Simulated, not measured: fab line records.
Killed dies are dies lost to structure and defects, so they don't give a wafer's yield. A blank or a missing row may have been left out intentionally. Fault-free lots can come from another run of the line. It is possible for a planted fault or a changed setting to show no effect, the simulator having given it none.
fab line records / flow sky130
[record] lots = 6 wafers = 17 last_day = 50
route steps=708 shown VT_ADJUST_LVTN@111 VT_ADJUST_NCORE@119 PAD_OPEN@708
lots that met no fault: from a run of the same line without faults
start_h: hours from the record's opening day to when the first of the lot's shown wafers began / wait_h: how many hours have passed since the lot's step before this one / " identical to the entry in the row above / L1.1+2: one row covering several wafers at once / - no value, or no start was given / * or withheld: withheld / < > ~ a bound
route shown NAME@n: NAME is a module with steps in the file, n the number in the route of the first one / usual: mean/standard deviation taken from wafers without a fault / same: alike in all rows / chamber/n: place in a boat / sites: per-site readings / _std_site: the standard deviation of these / _edge_site: mean of outer sites minus mean of inner sites / radius_mm: how far each site lies from the wafer's centre / mask NAME#n: copy n / behind: the tool/chamber that last shaped the wafer / hold: the reason the lot was held/the length of the hold in hours/how it ended / device: which transistor (n, p or np) failed to switch / end of line: tests run on the same wafers once the route is complete / a step given without rows: its recipe and nothing more / killed: at the first sort, the dies lost to defects and structure; wafer yield is something else / map: shows each die of a wafer: x if killed, . if not, _ if none is there
set.NAME: the setting the step ran with; set.NAME@STEP: the setting that earlier step ran with / model.NAME: the simulator's own value behind a step, which no gauge read
lots at some steps of the route; a table a step, a row a wafer
services: the hour from which a tool's chamber was out of use, counted from the record's first day as start_h (under 0 if before that day), plus the number of hours and why
[[steps]]
[step SKY_VT_ADJUST_LVTN_SOFTBAKE_14]
[recipe] temp_c = 90 time_s = 60 resist = NOVOLAK
[step SKY_VT_ADJUST_LVTN_EXPOSE_15]
[recipe] mask_id = HVN_STD_DERIVED na = 0.6 source_shape = conventional sigma_outer = 0.6 polarization = unpolarized target_cd_nm = 600 dose_mj = 163
[step SKY_VT_ADJUST_LVTN_PEB_16]
[recipe] temp_c = withheld time_s = * resist = NOVOLAK
[step SKY_VT_ADJUST_LVTN_DEVELOP_17]
[recipe] resist = NOVOLAK developer = TMAH develop_time_s = 60 dev_temp_c = 23
[step SKY_VT_ADJUST_LVTN_OVL_MEAS_18]
[usual] VT_ADJUST_LVTN_01_OVL = -0.3/1.4
lot.wafer=L902.1 tool=overlay-02 chamber=- start_h=184.06 wait_h=0.1 VT_ADJUST_LVTN_01_OVL[nm]=-0.2
lot.wafer=L902.3 tool=overlay-02 chamber=- start_h=184.06 wait_h=0.1 VT_ADJUST_LVTN_01_OVL[nm]=1.9
lot.wafer=L902.4 tool=overlay-02 chamber=- start_h=184.06 wait_h=0.1 VT_ADJUST_LVTN_01_OVL[nm]=-1.1
lot.wafer=L910.2 tool=overlay-01 chamber=- start_h=237.05 wait_h=0.1 VT_ADJUST_LVTN_01_OVL[nm]=-1.1
lot.wafer=L910.4 tool=overlay-01 chamber=- start_h=237.05 wait_h=0.1 VT_ADJUST_LVTN_01_OVL[nm]=-0.4
lot.wafer=L910.5 tool=overlay-01 chamber=- start_h=237.05 wait_h=0.1 VT_ADJUST_LVTN_01_OVL[nm]=-1.5
lot.wafer=L911.4 tool=overlay-01 chamber=- start_h=247.45 wait_h=0.1 VT_ADJUST_LVTN_01_OVL[nm]=0.1
lot.wafer=L911.5 tool=overlay-01 chamber=- start_h=247.45 wait_h=0.1 VT_ADJUST_LVTN_01_OVL[nm]=0.1
lot.wafer=L914.3 tool=overlay-02 chamber=- start_h=263.66 wait_h=0.1 VT_ADJUST_LVTN_01_OVL[nm]=-0.8
lot.wafer=L914.4 tool=overlay-02 chamber=- start_h=263.66 wait_h=0.1 VT_ADJUST_LVTN_01_OVL[nm]=-0.5
lot.wafer=L914.5 tool=overlay-02 chamber=- start_h=263.66 wait_h=0.1 VT_ADJUST_LVTN_01_OVL[nm]=-1.7
lot.wafer=L915.4 tool=overlay-02 chamber=- start_h=270.83 wait_h=0.1 VT_ADJUST_LVTN_01_OVL[nm]=1.8
lot.wafer=L915.5 tool=overlay-02 chamber=- start_h=270.83 wait_h=0.1 VT_ADJUST_LVTN_01_OVL[nm]=1.0
lot.wafer=L915.6 tool=overlay-02 chamber=- start_h=270.83 wait_h=0.1 VT_ADJUST_LVTN_01_OVL[nm]=-0.5
lot.wafer=L922.1 tool=overlay-02 chamber=- start_h=315.30 wait_h=0.1 VT_ADJUST_LVTN_01_OVL[nm]=-1.3
lot.wafer=L922.5 tool=overlay-02 chamber=- start_h=315.30 wait_h=0.1 VT_ADJUST_LVTN_01_OVL[nm]=2.0
lot.wafer=L922.6 tool=overlay-02 chamber=- start_h=315.30 wait_h=0.1 VT_ADJUST_LVTN_01_OVL[nm]=2.5
[step SKY_VT_ADJUST_LVTN_IMPLANT_19]
[recipe] species = B energy_kev = 30 dose_cm2 = 6.5e+11 tilt_deg = withheld
[step SKY_VT_ADJUST_LVTN_STRIP_20]
[recipe] chemistry = O2/N2 power_w = 1400 pressure_mtorr = 1500 platen_temp_c = withheld o2_flow_sccm = 3000 n2_flow_sccm = 300 overash_fraction = 0.5
[usual] drypump_motor_current_A = 5.73/0.15 oes_product_au = 0.715/0.0047 strip_time_to_endpoint_s = 14.19/0.045
lot.wafer=L902.1 tool=plasma_asher-02 chamber=0 start_h=184.25 wait_h=0.1 drypump_motor_current_A=5.82 oes_product_au=0.711 rf_hours_counter_h=50 strip_time_to_endpoint_s=14.16
lot.wafer=L902.3 tool=plasma_asher-02 chamber=1 start_h=184.25 wait_h=0.1 drypump_motor_current_A=5.83 oes_product_au=0.719 rf_hours_counter_h=- strip_time_to_endpoint_s=14.27
lot.wafer=L902.4 tool=plasma_asher-02 chamber=0 start_h=184.25 wait_h=0.1 drypump_motor_current_A=5.83 oes_product_au=0.712 rf_hours_counter_h=- strip_time_to_endpoint_s=14.17
lot.wafer=L910.2 tool=plasma_asher-01 chamber=0 start_h=237.23 wait_h=0.1 drypump_motor_current_A=5.51 oes_product_au=0.713 rf_hours_counter_h=55 strip_time_to_endpoint_s=14.17
lot.wafer=L910.4 tool=plasma_asher-01 chamber=0 start_h=237.23 wait_h=0.1 drypump_motor_current_A=5.48 oes_product_au=0.714 rf_hours_counter_h=- strip_time_to_endpoint_s=14.22
lot.wafer=L910.5 tool=plasma_asher-01 chamber=0 start_h=237.23 wait_h=0.1 drypump_motor_current_A=5.47 oes_product_au=0.718 rf_hours_counter_h=- strip_time_to_endpoint_s=14.20
lot.wafer=L911.4 tool=plasma_asher-02 chamber=0 start_h=247.65 wait_h=0.1 drypump_motor_current_A=5.83 oes_product_au=0.714 rf_hours_counter_h=- strip_time_to_endpoint_s=14.15
lot.wafer=L911.5 tool=plasma_asher-02 chamber=0 start_h=247.65 wait_h=0.1 drypump_motor_current_A=5.82 oes_product_au=0.714 rf_hours_counter_h=- strip_time_to_endpoint_s=14.15
lot.wafer=L914.3 tool=plasma_asher-03 chamber=1 start_h=263.87 wait_h=0.1 drypump_motor_current_A=5.87 oes_product_au=0.714 rf_hours_counter_h=- strip_time_to_endpoint_s=14.16
lot.wafer=L914.4 tool=plasma_asher-03 chamber=0 start_h=263.87 wait_h=0.1 drypump_motor_current_A=5.67 oes_product_au=0.711 rf_hours_counter_h=- strip_time_to_endpoint_s=14.25
lot.wafer=L914.5 tool=plasma_asher-03 chamber=1 start_h=263.87 wait_h=0.1 drypump_motor_current_A=5.86 oes_product_au=0.718 rf_hours_counter_h=- strip_time_to_endpoint_s=14.17
lot.wafer=L915.4 tool=plasma_asher-02 chamber=0 start_h=271.03 wait_h=0.1 drypump_motor_current_A=5.81 oes_product_au=0.714 rf_hours_counter_h=- strip_time_to_endpoint_s=14.20
lot.wafer=L915.5 tool=plasma_asher-02 chamber=1 start_h=271.03 wait_h=0.1 drypump_motor_current_A=5.87 oes_product_au=0.720 rf_hours_counter_h=- strip_time_to_endpoint_s=14.18
lot.wafer=L915.6 tool=plasma_asher-02 chamber=0 start_h=271.03 wait_h=0.1 drypump_motor_current_A=5.82 oes_product_au=0.715 rf_hours_counter_h=- strip_time_to_endpoint_s=14.15
lot.wafer=L922.1 tool=plasma_asher-03 chamber=1 start_h=315.48 wait_h=0.1 drypump_motor_current_A=5.84 oes_product_au=0.713 rf_hours_counter_h=19 strip_time_to_endpoint_s=14.22
lot.wafer=L922.5 tool=plasma_asher-03 chamber=1 start_h=315.48 wait_h=0.1 drypump_motor_current_A=5.83 oes_product_au=0.716 rf_hours_counter_h=- strip_time_to_endpoint_s=14.21
lot.wafer=L922.6 tool=plasma_asher-03 chamber=0 start_h=315.48 wait_h=0.1 drypump_motor_current_A=5.73 oes_product_au=0.714 rf_hours_counter_h=- strip_time_to_endpoint_s=14.24
[step SKY_VT_ADJUST_LVTN_TW_MEAS_21]
[usual] VT_ADJUST_LVTN_2_TW = 187.9/1.8
lot.wafer=L902.1 tool=film_metro-03 chamber=- start_h=184.35 wait_h=0.1 VT_ADJUST_LVTN_2_TW=186.3
lot.wafer=L902.3 tool=film_metro-03 chamber=- start_h=184.35 wait_h=0.1 VT_ADJUST_LVTN_2_TW=187.3
lot.wafer=L902.4 tool=film_metro-03 chamber=- start_h=184.35 wait_h=0.1 VT_ADJUST_LVTN_2_TW=187.4
lot.wafer=L910.2 tool=film_metro-01 chamber=- start_h=237.34 wait_h=0.1 VT_ADJUST_LVTN_2_TW=188.8
lot.wafer=L910.4 tool=film_metro-01 chamber=- start_h=237.34 wait_h=0.1 VT_ADJUST_LVTN_2_TW=191.0
lot.wafer=L910.5 tool=film_metro-01 chamber=- start_h=237.34 wait_h=0.1 VT_ADJUST_LVTN_2_TW=190.0
lot.wafer=L911.4 tool=film_metro-01 chamber=- start_h=247.75 wait_h=0.1 VT_ADJUST_LVTN_2_TW=188.5
lot.wafer=L911.5 tool=film_metro-01 chamber=- start_h=247.75 wait_h=0.1 VT_ADJUST_LVTN_2_TW=189.4
lot.wafer=L914.3 tool=film_metro-01 chamber=- start_h=263.95 wait_h=0.1 VT_ADJUST_LVTN_2_TW=188.4
lot.wafer=L914.4 tool=film_metro-01 chamber=- start_h=263.95 wait_h=0.1 VT_ADJUST_LVTN_2_TW=188.7
lot.wafer=L914.5 tool=film_metro-01 chamber=- start_h=263.95 wait_h=0.1 VT_ADJUST_LVTN_2_TW=187.9
lot.wafer=L915.4 tool=film_metro-03 chamber=- start_h=271.13 wait_h=0.1 VT_ADJUST_LVTN_2_TW=185.3
lot.wafer=L915.5 tool=film_metro-03 chamber=- start_h=271.13 wait_h=0.1 VT_ADJUST_LVTN_2_TW=185.3
lot.wafer=L915.6 tool=film_metro-03 chamber=- start_h=271.13 wait_h=0.1 VT_ADJUST_LVTN_2_TW=186.3
lot.wafer=L922.1 tool=film_metro-03 chamber=- start_h=315.58 wait_h=0.1 VT_ADJUST_LVTN_2_TW=186.8
lot.wafer=L922.5 tool=film_metro-03 chamber=- start_h=315.58 wait_h=0.1 VT_ADJUST_LVTN_2_TW=186.5
lot.wafer=L922.6 tool=film_metro-03 chamber=- start_h=315.58 wait_h=0.1 VT_ADJUST_LVTN_2_TW=187.3
[step SKY_VT_ADJUST_NCORE_DEHYDRATE_00]
[recipe] temp_c = 200 time_s = 60
[step SKY_VT_ADJUST_NCORE_HMDS_01]
[recipe] prime_time_s = 60 prime_temp_c = 120
[step SKY_VT_ADJUST_NCORE_COAT_02]
[recipe] resist = NOVOLAK spin_rpm = 3000 resist_thk_nm = 1140
[step SKY_VT_ADJUST_NCORE_SOFTBAKE_03]
[recipe] temp_c = 90 time_s = 60 resist = NOVOLAK
[step SKY_VT_ADJUST_NCORE_EXPOSE_04]
[recipe] mask_id = LVTN_COMPLEMENT_THIN na = 0.6 source_shape = conventional sigma_outer = 0.6 polarization = unpolarized target_cd_nm = 380 dose_mj = 139
lot.wafer=L902.1+3+4 tool=iline_stepper-02 chamber=0 start_h=194.09 wait_h=- mask=LVTN_COMPLEMENT_THIN#0
lot.wafer=L910.2+4+5 tool=iline_stepper-02 chamber=0 start_h=249.16 wait_h=- mask=LVTN_COMPLEMENT_THIN#0
lot.wafer=L911.4+5 tool=iline_stepper-02 chamber=0 start_h=259.44 wait_h=- mask=LVTN_COMPLEMENT_THIN#0
lot.wafer=L914.3+4+5 tool=iline_stepper-01 chamber=0 start_h=276.24 wait_h=- mask=LVTN_COMPLEMENT_THIN#0
lot.wafer=L915.4+5+6 tool=iline_stepper-01 chamber=0 start_h=283.69 wait_h=- mask=LVTN_COMPLEMENT_THIN#0
lot.wafer=L922.1+5+6 tool=iline_stepper-01 chamber=0 start_h=329.39 wait_h=- mask=LVTN_COMPLEMENT_THIN#0
[step SKY_VT_ADJUST_NCORE_PEB_05]
[recipe] temp_c = withheld time_s = * resist = NOVOLAK
[step SKY_VT_ADJUST_NCORE_DEVELOP_06]
[recipe] resist = NOVOLAK developer = TMAH develop_time_s = 60 dev_temp_c = 23
[step SKY_VT_ADJUST_NCORE_CD_MEAS_07]
[recipe] target_cd_nm = 380
[usual] cd_nm = 379.4/2.9
lot.wafer=L902.1 tool=cd_sem-02 chamber=- start_h=204.81 wait_h=0.1 cd_nm=379.5
lot.wafer=L902.3 tool=cd_sem-02 chamber=- start_h=204.81 wait_h=0.1 cd_nm=375.6
lot.wafer=L902.4 tool=cd_sem-02 chamber=- start_h=204.81 wait_h=0.1 cd_nm=374.9
lot.wafer=L910.2 tool=cd_sem-02 chamber=- start_h=260.25 wait_h=0.1 cd_nm=378.7
lot.wafer=L910.4 tool=cd_sem-02 chamber=- start_h=260.25 wait_h=0.1 cd_nm=359.9
lot.wafer=L910.5 tool=cd_sem-02 chamber=- start_h=260.25 wait_h=0.1 cd_nm=355.3
lot.wafer=L911.4 tool=cd_sem-02 chamber=- start_h=271.19 wait_h=0.1 cd_nm=358.7
lot.wafer=L911.5 tool=cd_sem-02 chamber=- start_h=271.19 wait_h=0.1 cd_nm=359.3
lot.wafer=L914.3 tool=cd_sem-02 chamber=- start_h=287.57 wait_h=0.1 cd_nm=381.4
lot.wafer=L914.4 tool=cd_sem-02 chamber=- start_h=287.57 wait_h=0.1 cd_nm=381.5
lot.wafer=L914.5 tool=cd_sem-02 chamber=- start_h=287.57 wait_h=0.1 cd_nm=382.3
lot.wafer=L915.4 tool=cd_sem-01 chamber=- start_h=296.04 wait_h=0.1 cd_nm=379.4
lot.wafer=L915.5 tool=cd_sem-01 chamber=- start_h=296.04 wait_h=0.1 cd_nm=380.9
lot.wafer=L915.6 tool=cd_sem-01 chamber=- start_h=296.04 wait_h=0.1 cd_nm=379.6
lot.wafer=L922.1 tool=cd_sem-02 chamber=- start_h=342.01 wait_h=0.1 cd_nm=375.5
lot.wafer=L922.5 tool=cd_sem-02 chamber=- start_h=342.01 wait_h=0.1 cd_nm=372.5
lot.wafer=L922.6 tool=cd_sem-02 chamber=- start_h=342.01 wait_h=0.1 cd_nm=376.0
[step SKY_VT_ADJUST_NCORE_OVL_MEAS_08]
[usual] VT_ADJUST_NCORE_OVL = -0.8/1.1
lot.wafer=L902.1 tool=overlay-02 chamber=- start_h=204.93 wait_h=0.1 VT_ADJUST_NCORE_OVL[nm]=1.0
lot.wafer=L902.3 tool=overlay-02 chamber=- start_h=204.93 wait_h=0.1 VT_ADJUST_NCORE_OVL[nm]=-1.0
lot.wafer=L902.4 tool=overlay-02 chamber=- start_h=204.93 wait_h=0.1 VT_ADJUST_NCORE_OVL[nm]=-0.3
lot.wafer=L910.2 tool=overlay-02 chamber=- start_h=260.36 wait_h=0.1 VT_ADJUST_NCORE_OVL[nm]=0.4
lot.wafer=L910.4 tool=overlay-02 chamber=- start_h=260.36 wait_h=0.1 VT_ADJUST_NCORE_OVL[nm]=-1.0
lot.wafer=L910.5 tool=overlay-02 chamber=- start_h=260.36 wait_h=0.1 VT_ADJUST_NCORE_OVL[nm]=0.2
lot.wafer=L911.4 tool=overlay-01 chamber=- start_h=271.27 wait_h=0.1 VT_ADJUST_NCORE_OVL[nm]=-2.8
lot.wafer=L911.5 tool=overlay-01 chamber=- start_h=271.27 wait_h=0.1 VT_ADJUST_NCORE_OVL[nm]=-1.4
lot.wafer=L914.3 tool=overlay-01 chamber=- start_h=287.66 wait_h=0.1 VT_ADJUST_NCORE_OVL[nm]=-0.7
lot.wafer=L914.4 tool=overlay-01 chamber=- start_h=287.66 wait_h=0.1 VT_ADJUST_NCORE_OVL[nm]=-1.0
lot.wafer=L914.5 tool=overlay-01 chamber=- start_h=287.66 wait_h=0.1 VT_ADJUST_NCORE_OVL[nm]=-1.6
lot.wafer=L915.4 tool=overlay-02 chamber=- start_h=296.12 wait_h=0.1 VT_ADJUST_NCORE_OVL[nm]=-2.3
lot.wafer=L915.5 tool=overlay-02 chamber=- start_h=296.12 wait_h=0.1 VT_ADJUST_NCORE_OVL[nm]=-2.5
lot.wafer=L915.6 tool=overlay-02 chamber=- start_h=296.12 wait_h=0.1 VT_ADJUST_NCORE_OVL[nm]=-0.6
lot.wafer=L922.1 tool=overlay-01 chamber=- start_h=342.13 wait_h=0.1 VT_ADJUST_NCORE_OVL[nm]=-2.2
lot.wafer=L922.5 tool=overlay-01 chamber=- start_h=342.13 wait_h=0.1 VT_ADJUST_NCORE_OVL[nm]=0.0
lot.wafer=L922.6 tool=overlay-01 chamber=- start_h=342.13 wait_h=0.1 VT_ADJUST_NCORE_OVL[nm]=-2.1
[step SKY_PAD_OPEN_PROBE_99]
[usual] killed_at_M0_to_M3 = 43/6.8 killed_at_M4_up = 3.0/1.6 killed_at_contacts = 25/6 killed_at_front_end = 15/4.4 killed_at_other = 0.3/0.52 killed_dies = 86/9.6 killed_open = 47/6.7 killed_short = 39/6.8
[same] gross_dies = 492 killed_at_back_side = 0
lot.wafer=L902.1 tool=prober-01 chamber=- start_h=1102.13 wait_h=0.1 killed_at_M0_to_M3=48 killed_at_M4_up=3 killed_at_contacts=14 killed_at_front_end=8 killed_at_other=1 killed_dies=74 killed_open=34 killed_short=40
lot.wafer=L902.3 tool=prober-01 chamber=- start_h=1102.23 wait_h=0.2 killed_at_M0_to_M3=42 killed_at_M4_up=3 killed_at_contacts=20 killed_at_front_end=14 killed_at_other=0 killed_dies=79 killed_open=45 killed_short=33
lot.wafer=L902.4 tool=prober-01 chamber=- start_h=1102.28 wait_h=0.2 killed_at_M0_to_M3=46 killed_at_M4_up=3 killed_at_contacts=20 killed_at_front_end=18 killed_at_other=0 killed_dies=87 killed_open=53 killed_short=34
lot.wafer=L911.4 tool=prober-01 chamber=- start_h=1154.88 wait_h=0.2 killed_at_M0_to_M3=53 killed_at_M4_up=2 killed_at_contacts=15 killed_at_front_end=14 killed_at_other=1 killed_dies=85 killed_open=50 killed_short=35
// killed by level:class
L902.1 VIA3:geometric_particle:open=8 VIA2:geometric_particle:open=7 LI_CONTACT:geometric_particle:open=6 METAL2:geometric_particle:short=6 VIA3:geometric_particle:short=6 VIA1:geometric_particle:open=5 VIA2:geometric_particle:short=5 CONTACT:geometric_particle:open=4
L902.3 VIA3:geometric_particle:open=10 LI_CONTACT:geometric_particle:open=8 VIA1:geometric_particle:open=8 CONTACT:geometric_particle:open=6 POLY_GATE:geometric_particle:open=5 VIA1:geometric_particle:short=5 METAL2:geometric_particle:short=4 VIA2:geometric_particle:short=4
L902.4 VIA1:geometric_particle:open=14 VIA3:geometric_particle:open=8 CONTACT:geometric_particle:open=7 VIA1:geometric_particle:short=7 POLY_GATE:geometric_particle:open=5 LI_CONTACT:geometric_particle:short=5 LI_CONTACT:geometric_particle:open=5 METAL1:geometric_particle:short=4
L911.4 VIA1:geometric_particle:open=13 VIA3:geometric_particle:open=8 FIELD_ISO:geometric_particle:open=7 VIA2:geometric_particle:open=7 CONTACT:geometric_particle:open=7 METAL1:geometric_particle:short=7 FIELD_ISO:geometric_particle:short=5 CONTACT:geometric_particle:short=4
[[services]]
tool=iline_stepper-02 chamber=- start_h=189.47 hours=4.4 kind=pm
tool=iline_stepper-01 chamber=- start_h=195.85 hours=1.7 kind=pm
tool=iline_stepper-02 chamber=0 start_h=203.99 hours=- kind=calibration
tool=iline_stepper-01 chamber=0 start_h=208.90 hours=- kind=calibration
tool=iline_stepper-02 chamber=- start_h=211.31 hours=1.7 kind=pm
tool=plasma_asher-02 chamber=- start_h=256.64 hours=1.3 kind=repair
tool=plasma_asher-01 chamber=- start_h=262.83 hours=2.8 kind=pm
tool=plasma_asher-03 chamber=- start_h=274.08 hours=5.1 kind=repair
tool=plasma_asher-03 chamber=- start_h=276.39 hours=3.1 kind=repair
tool=iline_stepper-01 chamber=- start_h=297.69 hours=2.1 kind=pm
tool=iline_stepper-01 chamber=- start_h=299.78 hours=- kind=consumable_replace:lamp
tool=iline_stepper-01 chamber=- start_h=303.44 hours=2.0 kind=repair
[[key]]
[first_sign] step = SKY_VT_ADJUST_NCORE_CD_MEAS_07 reading = cd_nm direction = down sigmas = 7.3 usual = 379.4 struck = 358.3
effect none on later readings
met_at SKY_VT_ADJUST_NCORE_EXPOSE_04
struck_wafers L910.4,L910.5,L911.4,L911.5
tester_left_out L910,L911
onset_between 194.09 249.16
[fault] kind = process_parameter_drift tool = iline_stepper-02 chamber = - onset_h = 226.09 steps = SKY_VT_ADJUST_NCORE_EXPOSE_04 channel = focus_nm offset = 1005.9 shape = step end_h = 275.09 scope = struck_wafers_only
// tester_left_out: of these lots the tester's yield and bins aren't shown, on N5 and GAA mostly nor the transistor test; their killed dies are dies lost to structure and defects alone, not to doping, threshold or leakage, so they don't give the yield
